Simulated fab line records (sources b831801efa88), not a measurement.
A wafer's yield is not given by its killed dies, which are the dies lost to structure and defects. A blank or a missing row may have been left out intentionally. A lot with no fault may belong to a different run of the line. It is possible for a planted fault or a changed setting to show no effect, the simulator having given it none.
A single fault, viewed from 2 desks :: flow sfq line :: numbers are kept per desk, each desk with only its own; the story behind them comes last

== FROM THE METROLOGY DESK ==
What the gauges read for every lot (on any tool): the sampled wafers with a number, averaged. Marked OUT: a lot whose mean sits more than 4 standard deviations from the usual mean, which makes it out of limits; the brackets give that distance.
Columns: A = M7_NB_RS at SFQ_M7_RS_MEAS_943, usual 0.891 ohm/sq
lot: L772
first seen here: day 67 09:47
A: 0.885

lot: L774
first seen here: day 71 06:04
A: 0.892

lot: L775
first seen here: day 73 04:50
A: 0.897

lot: L776
first seen here: day 73 14:28
A: 0.878

lot: L777
first seen here: day 73 16:52
A: 0.886

lot: L782
first seen here: day 74 04:54
A: 0.863

lot: L783
first seen here: day 74 12:02
A: 0.853

lot: L784
first seen here: day 74 13:35
A: 0.893

lot: L785
first seen here: day 74 14:28
A: 0.908

lot: L788
first seen here: day 75 02:05
A: 0.914

lot: L790
first seen here: day 75 06:38
A: 0.908

lot: L791
first seen here: day 75 08:28
A: 0.890

lot: L792
first seen here: day 75 10:16
A: 0.886

lot: L794
first seen here: day 75 13:17
A: 0.900
Finding of this desk: none of the 14 lots has anything out of limits.

== DESK OF THE TOOL OWNER: pvd sputter-04 ==
The tool's own readings at SFQ_TRILAYER_M7_DEP_SPUTTER_175 (material Nb, target thk 200 nm, time 133.3 s): means of the sampled wafers that have a number, for each lot that ran on this tool. Marked OUT: a lot whose mean sits more than 4 standard deviations from the usual mean, which makes it out of limits; the brackets give that distance.
Columns: A = substrate temp c at SFQ_TRILAYER_M7_DEP_SPUTTER_175, usual 19.99 C; B = throttle valve pct at SFQ_TRILAYER_M7_DEP_SPUTTER_175, usual 30.0 %
lot: L775
first seen here: day 73 04:45
A: 19.96
B: 30.5

lot: L777
first seen here: day 73 16:45
A: 20.00
B: 30.8

lot: L782
first seen here: day 74 04:45
A: 19.97
B: 30.7

lot: L783
first seen here: day 74 11:57
A: 19.92
B: 30.1
Finding of this desk: none of the 4 lots has anything out of limits.

== PUT TOGETHER ==
Nothing out of limits was seen by the metrology desk.
Nothing out of limits was seen by the tool owner's desk.

== WHAT WAS PUT IN BY THE SIMULATOR ==
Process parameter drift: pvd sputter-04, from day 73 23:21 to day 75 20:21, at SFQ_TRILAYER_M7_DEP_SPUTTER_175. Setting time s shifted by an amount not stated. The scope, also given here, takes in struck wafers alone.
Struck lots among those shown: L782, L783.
